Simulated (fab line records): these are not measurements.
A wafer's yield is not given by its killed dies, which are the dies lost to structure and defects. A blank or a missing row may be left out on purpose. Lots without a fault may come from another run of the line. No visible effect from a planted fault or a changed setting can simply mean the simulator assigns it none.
The tool behind it: which one? | flow gf180mcu | 36 wafers sampled from 12 lots at 1 step of a route of 602

== WHAT THE GAUGES READ, wafer by wafer ==
GF_M2_OVL_MEAS_15.
lot  | measured     | on         | M2_OVL (nm)
L075 | day 19 15:34 | overlay-01 | 0 -4 -5
L077 | day 20 16:25 | overlay-01 | -1 -2 4
L079 | day 21 05:45 | overlay-01 | 6 10 9
L081 | day 22 00:54 | overlay-01 | -4 3 3
L083 | day 22 20:32 | overlay-01 | 1 -3 -4
L085 | day 23 14:34 | overlay-01 | 7 6 5
L087 | day 24 06:09 | overlay-02 | 9 11 13
L089 | day 24 17:37 | overlay-02 | 0 -6 -2
L091 | day 25 10:38 | overlay-02 | -2 -6 -8
L093 | day 26 02:23 | overlay-02 | -11 -5 -7
L095 | day 26 20:54 | overlay-01 | 0 10 4
L097 | day 27 02:43 | overlay-02 | 7 6 -2

== TOOL THAT RAN EACH LOT (tool first, then ch and the chambers of the sampled wafers, then the start) ==
The record holds no process step before these readings.

== THE ANSWER, worked out from the rows above alone ==
Rule: the lots themselves supply what counts as usual. The widest of any qualifying gaps counts: lots, ordered by their means at a reading, are off when they make up no more than a third of the lots, leave a main group of 4 or more, and stand apart from it by 3 or more times the standard deviation of that group's means. If all means in a main group match to the digits the tables above print for the reading, that group is not used. Also off: a lot with no number at a reading for which 4 or more lots have one. Any other lot the step has rows for is counted as sound.
None of the lots is off at any reading shown; this tells nothing.

== WHAT THE SIMULATOR HAD INSERTED ==
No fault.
